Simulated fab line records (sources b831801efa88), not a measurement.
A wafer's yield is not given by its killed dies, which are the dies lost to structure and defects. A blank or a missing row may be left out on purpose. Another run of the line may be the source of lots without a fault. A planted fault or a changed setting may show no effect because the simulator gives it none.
fab line records | flow sky130
record lots=6 wafers=18 last-day=50
route steps=708 shown LDD_HVP@288 LDD_LDN@289 PAD_OPEN@708
lots that met no fault: from a run of the same line without faults
start-h: the number of hours between the record's first day and the start of the first shown wafer of the lot | wait-h: hours since the lot's step before | " identical to the entry in the row above | L1.1+2: several wafers, shown together as one row | - no value present, or no start provided | * or withheld: withheld | < > ~ a bound
route shown NAME@n: NAME is a module with steps in the file, n the number in the route of the first one | usual: mean/standard deviation of fault-free wafers | same: alike in all rows | chamber/n: place in a boat | sites: per-site readings | _std_site: how widely they spread, as a standard deviation | _edge_site: outer sites' mean less inner sites' | radius-mm: for every site, how far away it sits from the centre of the wafer | mask NAME#n: copy n | behind: the last tool/chamber to shape the wafer | hold: the reason the lot was held/the length of the hold in hours/how it ended | device: which transistor (n, p or np) failed to switch | end of line: tests of these same wafers at the route's end | where a step has no rows: the recipe by itself | killed: dies that structure and defects cost at the first sort, which is not the same as the wafer's yield | map: dies across one wafer; x = killed, . = not, _ = none there
set.NAME: the setting as run; set.NAME@STEP: as run at that earlier step | model.NAME: the simulator's own value behind a step, which no gauge read
certain route steps with their lots: each step a table, each wafer a row
services: the hour from which a tool's chamber was out of use, counted from the record's first day as start-h (under 0 if before that day), plus the number of hours and why
## steps
# step SKY_LDD_HVP_TW_MEAS_10
# usual LDD_HVP_TW=457.5/2.3
# columns lot.wafer tool chamber start-h wait-h LDD_HVP_TW
L953.2 film-metro-03 - 507.37 0.1 455.9
L953.4 " - " " 457.7
L953.5 " - " " 457.1
L954.4 film-metro-03 - 514.74 0.1 457.3
L954.5 " - " " 457.6
L954.6 " - " " 455.1
L962.2 film-metro-02 - 605.55 0.1 454.8
L962.3 " - " " 455.7
L962.5 " - " " 457.5
L963.4 film-metro-02 - 609.26 0.1 456.3
L963.5 " - " " 454.8
L963.6 " - " " 456.8
L973.3 film-metro-04 - 677.28 0.1 462.7
L973.5 " - " " 457.5
L973.6 " - " " 461.8
L975.1 film-metro-03 - 690.33 0.1 453.9
L975.4 " - " " 452.8
L975.6 " - " " 452.6
# step SKY_LDD_LDN_DEHYDRATE_00
# recipe temp-c=200 time-s=60
# step SKY_LDD_LDN_HMDS_01
# recipe prime-time-s=60 prime-temp-c=120
# step SKY_LDD_LDN_COAT_02
# recipe resist=NOVOLAK spin-rpm=3000 resist-thk-nm=1140
# step SKY_LDD_LDN_SOFTBAKE_03
# recipe temp-c=90 time-s=60 resist=NOVOLAK
# step SKY_LDD_LDN_EXPOSE_04
# recipe mask-id=LDNTM na=0.6 source-shape=conventional sigma-outer=0.6 polarization=unpolarized target-cd-nm=700 dose-mj=140
# step SKY_LDD_LDN_PEB_05
# recipe temp-c=withheld time-s=* resist=NOVOLAK
# step SKY_LDD_LDN_DEVELOP_06
# recipe resist=NOVOLAK developer=TMAH develop-time-s=60 dev-temp-c=23
# step SKY_LDD_LDN_OVL_MEAS_07
# usual LDD_LDN_OVL=-0.4/1.5
# columns lot.wafer tool chamber start-h wait-h LDD_LDN_OVL[nm]
L953.2 overlay-02 - 538.30 0.1 0.2
L953.4 " - " " -0.5
L953.5 " - " " -0.2
L954.4 overlay-02 - 545.30 0.1 0.5
L954.5 " - " " 0.7
L954.6 " - " " 0.5
L962.2 overlay-01 - 635.43 0.1 -1.7
L962.3 " - " " -3.2
L962.5 " - " " -2.7
L963.4 overlay-02 - 638.57 0.1 2.9
L963.5 " - " " 1.1
L963.6 " - " " 4.2
L973.3 overlay-01 - 706.21 0.1 -0.2
L973.5 " - " " -0.5
L973.6 " - " " -2.2
L975.1 overlay-01 - 718.60 0.1 1.8
L975.4 " - " " 2.6
L975.6 " - " " -0.9
# step SKY_LDD_LDN_IMPLANT_08
# recipe species=As energy-kev=15 dose-cm2=1.25e+13 tilt-deg=withheld rotation-deg=23
# step SKY_LDD_LDN_IMPLANT_09
# recipe species=As energy-kev=15 dose-cm2=1.25e+13 tilt-deg=withheld rotation-deg=113
# step SKY_LDD_LDN_IMPLANT_10
# recipe species=As energy-kev=15 dose-cm2=1.25e+13 tilt-deg=withheld rotation-deg=203
# step SKY_LDD_LDN_IMPLANT_11
# recipe species=As energy-kev=15 dose-cm2=1.25e+13 tilt-deg=withheld rotation-deg=293
# usual dose-ions-cm2=1.25e+13/1.4e+10 faraday-current-uA=70.5/1.4
# columns lot.wafer tool chamber start-h wait-h dose-ions-cm2 faraday-current-uA
L953.2 implanter-03 0 538.81 0.1 1.2508e+13 72.6
L953.4 " 0 " " 1.2533e+13 70.8
L953.5 " 0 " " 1.2522e+13 68.4
L954.4 implanter-03 0 545.98 0.1 1.2518e+13 71.4
L954.5 " 0 " " 1.2492e+13 71.9
L954.6 " 0 " " 1.2532e+13 72.2
L962.2 implanter-03 0 635.94 0.1 8.105e+12 47.1
L962.3 " 0 " " 8.097e+12 47.2
L962.5 " 0 " " 8.076e+12 46.9
L963.4 implanter-03 0 639.11 0.1 8.081e+12 45.9
L963.5 " 0 " " 8.082e+12 44.3
L963.6 " 0 " " 8.085e+12 44.5
L973.3 implanter-04 0 706.73 0.1 1.2496e+13 72.4
L973.5 " 0 " " 1.2492e+13 71.0
L973.6 " 0 " " 1.2503e+13 70.0
L975.1 implanter-04 0 719.08 0.1 1.2503e+13 69.0
L975.4 " 0 " " 1.2484e+13 70.0
L975.6 " 0 " " 1.2494e+13 70.5
# step SKY_LDD_LDN_STRIP_12
# recipe chemistry=O2/N2 power-w=1400 pressure-mtorr=1500 platen-temp-c=withheld o2-flow-sccm=3000 n2-flow-sccm=300 overash-fraction=0.5
# usual drypump-motor-current-A=6.0/0.54 oes-product-au=0.716/0.0047 strip-time-to-endpoint-s=14.19/0.037
# columns lot.wafer tool chamber start-h wait-h drypump-motor-current-A oes-product-au rf-hours-counter-h strip-time-to-endpoint-s
L953.2 plasma-asher-02 1 538.93 0.1 6.6 0.725 42 14.20
L953.4 " 1 " " 6.6 0.718 - 14.14
L953.5 " 1 " " 6.6 0.711 - 14.18
L954.4 plasma-asher-03 1 546.09 0.1 5.7 0.714 - 14.14
L954.5 " 1 " " 5.7 0.724 - 14.16
L954.6 " 0 " " 6.1 0.714 - 14.18
L962.2 plasma-asher-04 1 636.06 0.1 6.0 0.719 83 14.17
L962.3 " 0 " " 6.5 0.719 - 14.18
L962.5 " 0 " " 6.5 0.721 - 14.22
L963.4 plasma-asher-02 1 639.22 0.1 6.6 0.712 - 14.08
L963.5 " 0 " " 5.1 0.725 - 14.12
L963.6 " 1 " " 6.6 0.714 - 14.15
L973.3 plasma-asher-03 1 706.87 0.1 5.8 0.724 - 14.22
L973.5 " 0 " " 6.1 0.713 - 14.17
L973.6 " 1 " " 5.8 0.713 - 14.20
L975.1 plasma-asher-04 0 719.23 0.1 6.5 0.716 92 14.20
L975.4 " 0 " " 6.5 0.719 - 14.19
L975.6 " 1 " " 6.0 0.724 - 14.19
# step SKY_LDD_LDN_TW_MEAS_13
# usual LDD_LDN_TW=1481/7.5
# columns lot.wafer tool chamber start-h wait-h LDD_LDN_TW
L953.2 film-metro-03 - 539.04 0.1 1482
L953.4 " - " " 1474
L953.5 " - " " 1477
L954.4 film-metro-02 - 546.19 0.1 1485
L954.5 " - " " 1495
L954.6 " - " " 1495
L962.2 film-metro-03 - 636.17 0.1 1450
L962.3 " - " " 1439
L962.5 " - " " 1443
L963.4 film-metro-02 - 639.31 0.1 1443
L963.5 " - " " 1438
L963.6 " - " " 1440
L973.3 film-metro-02 - 706.95 0.1 1486
L973.5 " - " " 1485
L973.6 " - " " 1474
L975.1 film-metro-02 - 719.33 0.1 1491
L975.4 " - " " 1484
L975.6 " - " " 1482
# step SKY_LDD_LDN_CLEAN_14
# recipe chemistry=SC1/SC2 mix=1:4:20 temp-c=70 time-s=150 dry=n2-spin
# step SKY_PAD_OPEN_PROBE_99
# usual killed_at_M0_to_M3=43/7.3 killed_at_M4_up=3.2/1.9 killed-at-contacts=25/5.4 killed-at-front-end=16/4.4 killed-at-other=0.4/0.66 killed-dies=87/11 killed-on-rim=17/4.2 killed-open=48/7.9 killed-short=39/6.5
# same gross-dies=492 killed-at-back-side=0
# columns lot.wafer tool chamber start-h wait-h killed_at_M0_to_M3 killed_at_M4_up killed-at-contacts killed-at-front-end killed-at-other killed-dies killed-on-rim killed-open killed-short model.etest.tip-sonos.rs-ohm-sq
L953.2 prober-02 - 1090.87 0.1 36 4 22 14 0 76 19 41 35 2701
L953.4 prober-02 - 1090.97 0.2 34 5 20 17 0 76 16 46 28 2753
L953.5 prober-02 - 1091.02 0.2 43 5 20 12 1 81 15 36 44 2718
L954.4 prober-01 - 1096.75 0.2 35 3 23 10 0 71 11 40 31 2594
L954.5 prober-01 - 1096.80 0.2 53 4 21 8 0 86 17 51 35 2571
L954.6 prober-01 - 1096.85 0.2 56 3 29 15 0 103 18 52 51 2581
L962.2 prober-01 - 1156.27 0.1 47 3 23 13 0 86 11 53 33 2770
L962.3 prober-01 - 1156.32 0.2 54 3 23 13 1 94 25 49 45 2757
L962.5 prober-01 - 1156.42 0.2 40 2 22 12 0 76 17 41 35 2800
L963.4 prober-02 - 1159.92 0.2 51 2 21 12 1 87 23 50 36 2773
L963.5 prober-02 - 1159.97 0.2 37 1 25 17 1 81 18 45 35 2737
L963.6 prober-02 - 1160.02 0.2 35 4 30 19 0 88 20 47 41 2750
L973.3 prober-02 - 1200.26 0.2 30 3 25 15 0 73 14 49 24 2750
L973.5 prober-02 - 1200.36 0.2 43 5 29 18 0 95 13 50 44 2726
L973.6 prober-02 - 1200.41 0.2 40 1 29 8 1 79 17 44 35 2774
L975.1 prober-02 - 1206.45 0.1 37 5 35 26 0 103 16 51 52 2622
L975.4 prober-02 - 1206.60 0.2 49 2 26 10 0 87 14 49 38 2636
L975.6 prober-02 - 1206.70 0.2 29 1 29 19 0 78 14 48 30 2652
# killed by level:class
L953.2 VIA3:geometric-particle:open=7 VIA1:geometric-particle:open=6 CONTACT:geometric-particle:open=6 CONTACT:geometric-particle:short=6 VIA2:geometric-particle:short=6 FIELD_ISO:geometric-particle:open=5 METAL2:geometric-particle:short=5 LOCAL_INTERCONNECT:geometric-particle:short=4
L953.4 LI_CONTACT:geometric-particle:open=10 VIA1:geometric-particle:open=8 VIA3:geometric-particle:open=6 VIA2:geometric-particle:open=6 CONTACT:geometric-particle:open=5 FIELD_ISO:geometric-particle:short=4 POLY_GATE:geometric-particle:short=4 VIA1:geometric-particle:short=4
L953.5 METAL2:geometric-particle:short=10 LI_CONTACT:geometric-particle:open=7 VIA1:geometric-particle:open=7 CONTACT:geometric-particle:short=6 METAL1:geometric-particle:short=6 VIA2:geometric-particle:open=5 VIA1:geometric-particle:short=5 FIELD_ISO:geometric-particle:short=4
L954.4 VIA1:geometric-particle:open=11 CONTACT:geometric-particle:open=11 VIA1:geometric-particle:short=7 LI_CONTACT:geometric-particle:open=6 CONTACT:geometric-particle:short=5 METAL2:geometric-particle:short=4 FIELD_ISO:geometric-particle:short=3 METAL4:geometric-particle:short=3
L954.5 CONTACT:geometric-particle:open=14 METAL2:geometric-particle:short=11 VIA1:geometric-particle:open=10 VIA2:geometric-particle:open=9 VIA3:geometric-particle:open=7 POLY_GATE:geometric-particle:open=4 VIA1:geometric-particle:short=4 LI_CONTACT:geometric-particle:open=3
L954.6 VIA3:geometric-particle:open=11 VIA1:geometric-particle:open=11 CONTACT:geometric-particle:open=9 METAL1:geometric-particle:short=8 LI_CONTACT:geometric-particle:open=7 METAL2:geometric-particle:short=7 POLY_GATE:geometric-particle:short=5 FIELD_ISO:geometric-particle:open=4
L962.2 VIA1:geometric-particle:open=12 CONTACT:geometric-particle:open=9 VIA2:geometric-particle:open=8 VIA3:geometric-particle:open=7 LI_CONTACT:geometric-particle:open=5 CONTACT:geometric-particle:short=5 FIELD_ISO:geometric-particle:open=4 FIELD_ISO:geometric-particle:short=4
L962.3 CONTACT:geometric-particle:open=11 VIA1:geometric-particle:open=10 METAL1:geometric-particle:short=7 VIA1:geometric-particle:short=7 VIA3:geometric-particle:open=7 VIA2:geometric-particle:open=6 METAL3:geometric-particle:short=5 FIELD_ISO:geometric-particle:open=4
L962.5 VIA3:geometric-particle:open=8 CONTACT:geometric-particle:open=8 METAL2:geometric-particle:short=8 VIA1:geometric-particle:open=7 LI_CONTACT:geometric-particle:open=7 VIA2:geometric-particle:open=7 FIELD_ISO:geometric-particle:short=4 LI_CONTACT:geometric-particle:short=4
L963.4 CONTACT:geometric-particle:open=10 VIA3:geometric-particle:open=9 VIA1:geometric-particle:open=8 VIA2:geometric-particle:open=8 METAL1:geometric-particle:short=6 METAL3:geometric-particle:short=6 FIELD_ISO:geometric-particle:short=4 CONTACT:geometric-particle:short=4
L963.5 LI_CONTACT:geometric-particle:open=8 VIA1:geometric-particle:open=8 VIA3:geometric-particle:open=8 FIELD_ISO:geometric-particle:open=6 FIELD_ISO:geometric-particle:short=6 LOCAL_INTERCONNECT:geometric-particle:short=6 CONTACT:geometric-particle:open=6 VIA2:geometric-particle:open=5
L963.6 CONTACT:geometric-particle:open=10 FIELD_ISO:geometric-particle:short=8 LI_CONTACT:geometric-particle:open=8 VIA1:geometric-particle:open=8 CONTACT:geometric-particle:short=6 VIA2:geometric-particle:open=6 FIELD_ISO:geometric-particle:open=4 LOCAL_INTERCONNECT:geometric-particle:short=4
L973.3 CONTACT:geometric-particle:open=11 VIA1:geometric-particle:open=9 VIA2:geometric-particle:open=8 LI_CONTACT:geometric-particle:open=7 VIA3:geometric-particle:short=5 POLY_GATE:geometric-particle:short=4 CONTACT:geometric-particle:short=4 METAL1:geometric-particle:short=4
L973.5 CONTACT:geometric-particle:open=14 LI_CONTACT:geometric-particle:open=10 METAL2:geometric-particle:short=10 POLY_GATE:geometric-particle:short=7 VIA2:geometric-particle:open=7 VIA1:geometric-particle:open=6 VIA3:geometric-particle:open=6 METAL1:geometric-particle:short=5
L973.6 CONTACT:geometric-particle:open=11 VIA3:geometric-particle:open=9 LI_CONTACT:geometric-particle:open=8 METAL3:geometric-particle:short=6 METAL2:geometric-particle:short=5 VIA1:geometric-particle:open=5 LI_CONTACT:geometric-particle:short=4 VIA2:geometric-particle:open=4
L975.1 CONTACT:geometric-particle:open=14 FIELD_ISO:geometric-particle:open=9 VIA1:geometric-particle:short=8 POLY_GATE:geometric-particle:open=7 LOCAL_INTERCONNECT:geometric-particle:short=6 CONTACT:geometric-particle:short=6 VIA1:geometric-particle:open=6 POLY_GATE:geometric-particle:short=5
L975.4 VIA1:geometric-particle:open=10 CONTACT:geometric-particle:open=9 VIA2:geometric-particle:open=7 VIA1:geometric-particle:short=6 VIA3:geometric-particle:open=6 LI_CONTACT:geometric-particle:short=5 CONTACT:geometric-particle:short=5 VIA3:geometric-particle:short=5
L975.6 CONTACT:geometric-particle:open=14 LI_CONTACT:geometric-particle:open=8 FIELD_ISO:geometric-particle:open=6 VIA3:geometric-particle:open=5 VIA1:geometric-particle:open=4 METAL2:geometric-particle:short=4 FIELD_ISO:geometric-particle:short=3 POLY_GATE:geometric-particle:short=3
## services
# columns tool chamber start-h hours kind
implanter-03 - 560.62 6.5 pm
plasma-asher-03 - 608.44 34.0 repair
implanter-04 - 626.21 0.6 repair
plasma-asher-03 - 634.64 11.4 repair
implanter-03 - 646.78 9.7 pm
implanter-03 - 676.19 3.4 repair
plasma-asher-03 - 708.66 5.0 repair
## key
first-sign step=SKY_LDD_LDN_IMPLANT_11 reading=dose-ions-cm2 direction=down sigmas=99+ usual=* struck=*
effect step=SKY_LDD_LDN_IMPLANT_11 reading=faraday-current-uA direction=down sigmas=17 usual=70.5 struck=46.0
effect step=SKY_LDD_LDN_TW_MEAS_13 reading=LDD_LDN_TW direction=down sigmas=5.2 usual=1481 struck=1442
model-effect step=SKY_PAD_OPEN_PROBE_99 value=etest.tip-sonos.rs-ohm-sq without=2622 struck=2764
met-at SKY_LDD_LDN_IMPLANT_11
struck-wafers L962.2,L962.3,L962.5,L963.4,L963.5,L963.6
tester-left-out L962,L963
onset-between 545.98 635.94
fault kind=process-parameter-drift tool=implanter-03 chamber=- onset-h=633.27 steps=SKY_LDD_LDN_IMPLANT_11 channel=dose-cm2 offset=* shape=step end-h=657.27 acts-in=* stated=*
# tester-left-out: of these lots the tester's yield and bins aren't shown, on N5 and GAA mostly nor the transistor test; their killed dies are dies lost to structure and defects alone, not to doping, threshold or leakage, so they don't give the yield
